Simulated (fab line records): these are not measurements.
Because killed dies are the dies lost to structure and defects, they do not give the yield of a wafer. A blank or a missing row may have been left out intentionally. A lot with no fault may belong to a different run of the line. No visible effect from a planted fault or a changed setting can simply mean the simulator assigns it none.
Which of the tools did it?	flow gf180mcu	Sampling: 13 lots, 39 wafers, 3 of 602 route steps

WHAT THE GAUGES READ, wafer by wafer
GF_V1_THK_MEAS_01.
lot	measured	on	V1_CVD_00_THK (nm)
L757	day 17 08:20	filmMetro-02	588 601 601
L759	day 17 18:58	filmMetro-01	601 592 595
L760	day 18 06:58	filmMetro-03	612 614 616
L766	day 20 11:43	filmMetro-02	597 601 605
L767	day 20 19:19	filmMetro-01	595 594 597
L768	day 21 07:32	filmMetro-01	600 606 595
L772	day 22 15:14	filmMetro-01	604 598 593
L775	day 23 16:55	filmMetro-02	609 609 608
L776	day 23 22:22	filmMetro-01	601 602 603
L777	day 24 03:37	filmMetro-01	608 604 603
L778	day 24 11:55	filmMetro-02	601 608 599
L779	day 24 20:28	filmMetro-01	607 598 602
L780	day 25 12:55	filmMetro-02	589 606 599

GF_V1_CD_MEAS_14 targets a cd of 260 nm.
lot	measured	on	cdNm (nm)
L757	day 18 08:15	cdSem-01	261.0 260.9 260.7
L759	day 18 19:17	cdSem-01	259.1 257.9 258.6
L760	day 19 06:05	cdSem-01	258.8 259.1 258.4
L766	day 21 12:23	cdSem-01	261.8 261.2 260.3
L767	day 21 19:35	cdSem-01	260.6 261.1 261.5
L768	day 22 07:38	cdSem-01	260.2 260.8 259.8
L772	day 23 14:22	cdSem-01	258.8 259.4 259.9
L775	day 24 15:05	cdSem-02	262.4 261.7 261.1
L776	day 24 21:08	cdSem-02	259.7 260.0 259.7
L777	day 25 01:56	cdSem-02	260.5 259.4 260.0
L778	day 25 10:23	cdSem-01	260.5 260.8 261.6
L779	day 25 18:17	cdSem-01	261.7 261.8 260.5
L780	day 26 09:56	cdSem-01	259.2 259.3 260.7

WHICH TOOL RAN EACH LOT (tool, then ch and the chambers of the sampled wafers, then the start)
lot	GF_M1_METAL_ETCH_16
L757	rieMetal-01 ch 0,1, day 17 07:35
L759	rieMetal-01 ch 0,1, day 17 18:14
L760	rieMetal-02 ch 0,1, day 18 06:11
L766	rieMetal-01 ch 0,1, day 20 10:59
L767	rieMetal-04 ch 0,1, day 20 18:35
L768	rieMetal-04 ch 0,1, day 21 06:49
L772	rieMetal-02 ch 0, day 22 14:30
L775	rieMetal-04 ch 0,1, day 23 15:50
L776	rieMetal-04 ch 0,1, day 23 21:38
L777	rieMetal-01 ch 0,1, day 24 02:53
L778	rieMetal-02 ch 0,1, day 24 11:11
L779	rieMetal-02 ch 0,1, day 24 19:44
L780	rieMetal-01 ch 0,1, day 25 12:11
- GF_M1_METAL_ETCH_16: etches the open film in Cl2/BCl3, stops on SiO2, target depth 750.8 nm, time 125.1 s.

WHAT THE TOOLS THEMSELVES READ (means of the sampled wafers that have a number; where no wafer has one, the mark that the record gives instead)
GF_M1_METAL_ETCH_16.
lot	tool	biasW (W)	chamberPressureMTorr (mTorr)	drypumpMotorCurrentA (A)	heBacksideLeakSccm (sccm)	oesProductAu (a.u.)	throttleValvePct (%)
L757	rieMetal-01	140.5	8.000	6.2	3.29	0.989	28.223
L759	rieMetal-01	139.7	7.997	5.7	3.13	0.992	28.237
L760	rieMetal-02	140.0	8.000	5.6	3.38	0.991	28.216
L766	rieMetal-01	140.3	8.001	6.2	3.48	0.989	28.235
L767	rieMetal-04	140.0	7.999	5.7	3.35	0.988	28.225
L768	rieMetal-04	140.6	7.997	5.7	3.38	0.994	28.233
L772	rieMetal-02	139.8	7.995	5.1	3.29	0.987	28.227
L775	rieMetal-04	139.6	7.993	5.5	3.32	0.990	28.235
L776	rieMetal-04	140.0	8.006	5.7	3.27	0.987	28.231
L777	rieMetal-01	139.8	8.002	5.7	3.29	0.988	28.230
L778	rieMetal-02	140.3	8.001	5.6	3.37	0.998	28.229
L779	rieMetal-02	139.6	8.005	5.4	3.35	0.993	28.228
L780	rieMetal-01	139.7	7.998	5.7	3.30	0.994	28.224

THE ANSWER, worked out from the rows above alone
Rule: the lots themselves supply what counts as usual. The widest of any qualifying gaps counts: lots, ordered by their means at a reading, are off when they make up no more than a third of the lots, leave a main group of 4 or more, and stand apart from it by 3 or more times the standard deviation of that group's means. A main group whose means are all the same, to the digits that the tables above print for the reading, isn't used. A lot without any number at a reading at which 4 lots or more have one is off too. Where the step has rows for the other lots, those lots are counted as sound. After the gauges, taken in route order, come the tools' own readings; for these a lot's mean is taken, as printed above. At the first step where some lot is off, the reading lying furthest off is the one used; lots without a number count as furthest.
None of the lots is off at any reading shown; this tells nothing.

WHAT HAD BEEN PUT IN BY THE SIMULATOR
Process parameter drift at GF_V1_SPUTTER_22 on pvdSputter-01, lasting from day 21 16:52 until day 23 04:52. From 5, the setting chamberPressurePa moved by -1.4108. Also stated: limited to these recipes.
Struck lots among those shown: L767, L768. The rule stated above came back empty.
